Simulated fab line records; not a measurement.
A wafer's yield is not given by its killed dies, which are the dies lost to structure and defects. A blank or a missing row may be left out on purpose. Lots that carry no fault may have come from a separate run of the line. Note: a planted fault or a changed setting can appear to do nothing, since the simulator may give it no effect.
The tool behind it: which one?	flow sky130	6 lots, 18 wafers sampled, at 3 steps of a route of 708

== WHAT EACH GAUGE READ, for each wafer ==
SKY_LDD_HVN_TW_MEAS_10.
lot	measured	on	LDD_HVN_TW
L956	day 20 17:05	film-metro-01	1437 1444 1444
L959	day 21 20:16	film-metro-02	1433 1429 1424
L963	day 24 02:46	film-metro-04	1452 1462 1458
L971	day 26 03:46	film-metro-04	1598 1605 1594
L973	day 27 01:22	film-metro-01	1428 1429 1427
L977	day 28 02:46	film-metro-04	1470 1463 1470

== EACH LOT AND THE TOOL THAT RAN IT (in order: tool; ch and the chambers of the sampled wafers; start) ==
lot	SKY_GATE_OXIDE_STRIP_13	SKY_LDD_HVN_IMPLANT_08
L956	plasma-asher-02 ch 0,1, day 14 06:11	implanter-02 ch 0, day 20 16:52
L959	plasma-asher-04 ch 0,1, day 15 05:04	implanter-03 ch 0, day 21 20:01
L963	plasma-asher-03 ch 1, day 17 08:57	implanter-02 ch 0, day 24 02:31
L971	plasma-asher-04 ch 0,1, day 19 13:31	implanter-02 ch 0, day 26 03:31
L973	plasma-asher-02 ch 0,1, day 20 11:03	implanter-04 ch 0, day 27 01:08
L977	plasma-asher-02 ch 0,1, day 21 17:40	implanter-03 ch 0, day 28 02:32
- SKY_GATE_OXIDE_STRIP_13: strips in O2/N2.
- SKY_LDD_HVN_IMPLANT_08

== THE ANSWER, worked out from the rows above alone ==
Rule: usual is defined by the lots themselves. The widest of any qualifying gaps counts: lots, ordered by their means at a reading, are off when they make up no more than a third of the lots, leave a main group of 4 or more, and stand apart from it by 3 or more times the standard deviation of that group's means. A main group is skipped when, at the precision printed for the reading in the tables above, its means are all equal. Also off: a lot with no number at a reading for which 4 or more lots have one. Any other lot the step has rows for is counted as sound.
Off: L971, seen at SKY_LDD_HVN_TW_MEAS_10 (LDD_HVN_TW). The main group has a mean of 1445 with a standard deviation of 16.
If a tool, at a process step before that reading, ran all the lots that are off and no sound lot after the first of them, it fits. Those tools and the gauges at SKY_LDD_HVN_TW_MEAS_10 are tried in the same way. 2 tools fit, plasma-asher-04 at SKY_GATE_OXIDE_STRIP_13 and implanter-02 at SKY_LDD_HVN_IMPLANT_08, so this cannot tell which one it is.

== WHAT THE SIMULATOR HAD INSERTED ==
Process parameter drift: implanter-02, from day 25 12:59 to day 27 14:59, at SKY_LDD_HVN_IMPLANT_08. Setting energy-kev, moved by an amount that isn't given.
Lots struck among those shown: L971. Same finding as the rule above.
